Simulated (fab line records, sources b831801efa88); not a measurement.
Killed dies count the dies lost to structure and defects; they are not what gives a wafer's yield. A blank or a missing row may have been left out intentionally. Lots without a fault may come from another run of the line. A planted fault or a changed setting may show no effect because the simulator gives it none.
Split-lot study -- flow sfqLine -- on a route of 325 steps: 5 lots, 24 wafers read

THE SPLIT
At SFQ_TRILAYER_JJ_TRILAYER_DEP_SPUTTER_109 (material Nb, target thk 150 nm, time 100 s), the setting timeS was moved away from the recipe's 100 s on 9 of the 24 wafers read, by -45.0% to -25.4%. For the rest of the wafers, this setting stayed at what the recipe calls for.

No step appears in the file between the split and the reading.

THE READING
etest.i5.linkOhm (the simulator's own value, which no gauge read), at SFQ_M8_BOW_MEAS_951. There is no usual value for it anywhere in the file. Here, 15 wafers ran the recipe; their average is 2.272 with a standard deviation of 0.029.

wafer,"tool, chamber at the split","timeS as run, s",against the recipe,etest.i5.linkOhm,against lot-mates on the recipe
L074.3,"pvdSputter-05, -",100,recipe,2.212,-
L074.5,"pvdSputter-05, -",100,recipe,2.253,-
L074.6,"pvdSputter-05, -",100,recipe,2.246,-
L077.1,"pvdSputter-04, -",55.03,-45.0%,3.277,+1.008
L077.2,"pvdSputter-04, -",100,recipe,2.257,-
L077.3,"pvdSputter-04, -",55.03,-45.0%,3.268,+0.999
L077.4,"pvdSputter-04, -",55.03,-45.0%,3.263,+0.994
L077.5,"pvdSputter-04, -",100,recipe,2.28,-
L077.6,"pvdSputter-04, -",100,recipe,2.271,-
L078.1,"pvdSputter-05, -",100,recipe,2.276,-
L078.2,"pvdSputter-05, -",74.56,-25.4%,2.71,+0.440
L078.3,"pvdSputter-05, -",74.56,-25.4%,2.675,+0.405
L078.4,"pvdSputter-05, -",74.56,-25.4%,2.652,+0.382
L078.5,"pvdSputter-05, -",100,recipe,2.251,-
L078.6,"pvdSputter-05, -",100,recipe,2.284,-
L079.1,"pvdSputter-04, -",100,recipe,2.327,-
L079.2,"pvdSputter-04, -",55.43,-44.6%,3.31,+0.993
L079.3,"pvdSputter-04, -",100,recipe,2.298,-
L079.4,"pvdSputter-04, -",100,recipe,2.325,-
L079.5,"pvdSputter-04, -",55.43,-44.6%,3.279,+0.962
L079.6,"pvdSputter-04, -",55.43,-44.6%,3.322,+1.005
L084.2,"pvdSputter-06, -",100,recipe,2.249,-
L084.3,"pvdSputter-06, -",100,recipe,2.265,-
L084.4,"pvdSputter-06, -",100,recipe,2.283,-

FIT RESULTS
A straight line over all 24 wafers: etest.i5.linkOhm changes by -0.022 for each +1% of timeS; r = -0.99; the points scatter about the line by 0.064.
The same after taking each lot's own level away (the mean of its wafers on the recipe; 24 wafers): -0.0216 for each +1%; r = -0.99; scatter 0.055.
That fit puts the effect of the largest move of timeS on the reading at 0.97.
Measured against the standard deviation above, the lots' own levels, which go from 2.2370 to 2.3167, span 2.7 times it.
So the lot-to-lot level changes the slope little: the two slopes agree.
Check: +0.953 against its lot-mates is what the line predicts for one of the wafers moved furthest among these (-45.0%) when that wafer is left out of the fit. It came out at +1.01 against them.

FURTHER SPLITS ON THESE WAFERS
Note: prior to the reading, these wafers also went through further splits. Each is held against what the fit with the lots' levels taken away leaves over:
other split on the same wafers,wafers away from the commonest value,r with etest.i5.linkOhm (lot level and that fit taken away)
SFQ_TRILAYER_L0_ETCH_METAL_ETCH_008 timeS,10,+0.48
SFQ_TRILAYER_M0_ETCH_METAL_ETCH_024 timeS,10,+0.25
SFQ_TRILAYER_I0_DEP_PECVD_027 timeS,6,+0.24
SFQ_TRILAYER_I1_DEP_PECVD_045 timeS,7,-0.47
SFQ_TRILAYER_I2_DEP_PECVD_063 timeS,7,+0.25
SFQ_TRILAYER_M3_DEP_SPUTTER_073 timeS,7,-0.37
SFQ_TRILAYER_I3_VIA_BARC_OPEN_VIA_ETCH_121 timeS,8,-0.12

THE WHOLE CHAIN: every reading that the file lists as answering this split, in the file's order
step,what it does,reading,change (the file's fit),r (the file's)
SFQ_TRILAYER_JJ_TRILAYER_DEP_SPUTTER_109,"material Nb, target thk 150 nm, time 100 s","Nb_of_TRILAYER_JJ_TRILAYER_DEP_SPUTTER_109.thkNm (the simulator's own value, which no gauge read)",+1.5 nm for each +1% of the setting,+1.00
SFQ_M8_BOW_MEAS_951,,"etest.m5.ohmUm (the simulator's own value, which no gauge read)",-0.0304 for each +1% of the setting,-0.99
SFQ_M8_BOW_MEAS_951,,"etest.i5.linkOhm (the simulator's own value, which no gauge read)",-0.0213 for each +1% of the setting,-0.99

FILE'S OWN FIT
etest.i5.linkOhm changes by -0.0213 for each +1% of timeS, r = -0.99.
